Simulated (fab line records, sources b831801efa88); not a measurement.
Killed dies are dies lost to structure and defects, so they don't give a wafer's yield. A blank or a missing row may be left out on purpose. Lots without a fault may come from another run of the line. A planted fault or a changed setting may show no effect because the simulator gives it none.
Problem report in the 8D (eight disciplines) form, filled by code | flow sky130 | the parts of the form that need people (team, actions taken, sign-off) are left out

1. THE PROBLEM
time_to_endpoint_s at SKY_VIA1_CMP_24 reads a mean of 34 s on 2 wafers of 1 lot; wafers without a fault read 66 s with a standard deviation of 4.6. That is -7.0 standard deviations from the usual mean.
The step: polishes, stops on SiO2, t overpolish 15 s, target thk 0 nm.
First seen on wafer L977.1, day 39 01:54, on cmp-01. The record holds 39 wafers of 13 lots with a number at this step. Rule for "out", or "out of limits": more than 4 standard deviations from the usual mean. The other wafers with a number count as sound.

2. WHAT IT IS AND WHAT IT IS NOT
question                    | is                 | is not
which readings at this step | time_to_endpoint_s | motor_current_A, overpolish_run_s
which lots                  | L977               | L960, L961, L962, L963, L964, L965, L966, L967, L968, L969, L981, L983
which wafers of those lots  | L977.1, L977.5     | L977.3
read on which tools         | cmp-01             | cmp-02
when                        | from day 39 01:54  | up to then (31 sound wafers); but 6 sound wafers of L981, L983 came after

3. SUSPECTS, AND WHAT RULES EACH OUT
Counting: a tool at a process step up to the reading stays a suspect if it ran every lot that is out. Sound lots after the first of them don't rule it out here, since some wafers of a struck lot are sound.
- cvd_w-02 at SKY_VIA1_CVD_21 (deposits W, target thk 270 nm, time 80.902 s): kept. It ran the lot that is out, L977 (day 39 01:26); its last sound lot up to then is L966 (day 35 22:16).
- cmp-01 at SKY_VIA1_CMP_24 (polishes, stops on SiO2, t overpolish 15 s, target thk 0 nm): kept. It ran the lot that is out, L977 (day 39 01:54); its last sound lot up to then is L967 (day 36 05:19). Its own readings are out on those wafers: time_to_endpoint_s.
- Within cmp-01 at SKY_VIA1_CMP_24: the wafers that are out ran in chamber 2; their sound lot-mates ran in chamber 3.
Left after counting: cvd_w-02 at SKY_VIA1_CVD_21, cmp-01 at SKY_VIA1_CMP_24.

4. THE CAUSE (what the simulator had put in)
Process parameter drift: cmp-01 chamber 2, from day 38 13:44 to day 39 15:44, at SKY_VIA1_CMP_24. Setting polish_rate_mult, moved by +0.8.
Counting left 2 suspects, and this tool is among them.

5. THE CHAIN OF EFFECTS, in route order
Each row: a reading whose mean over the struck wafers that have a number lies more than 3 standard deviations from the usual. Only readings for which the record gives a usual standard deviation are gone through. hours: the time from each lot's start at the first step in this table that gives one to its start at this step, as a median over the lots. sigmas: the change in usual standard deviations.
hours | step            | reading            | usual | on struck wafers | change | sigmas
0     | SKY_VIA1_CMP_24 | time_to_endpoint_s | 66 s  | 34               | -32    | -7.0
The process steps in it:
- SKY_VIA1_CMP_24: polishes, stops on SiO2, t overpolish 15 s, target thk 0 nm.

6. WHAT WOULD HAVE CAUGHT IT SOONER
In this record the first reading out of limits was taken at day 39 01:54, 12 hours after the fault began at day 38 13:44.
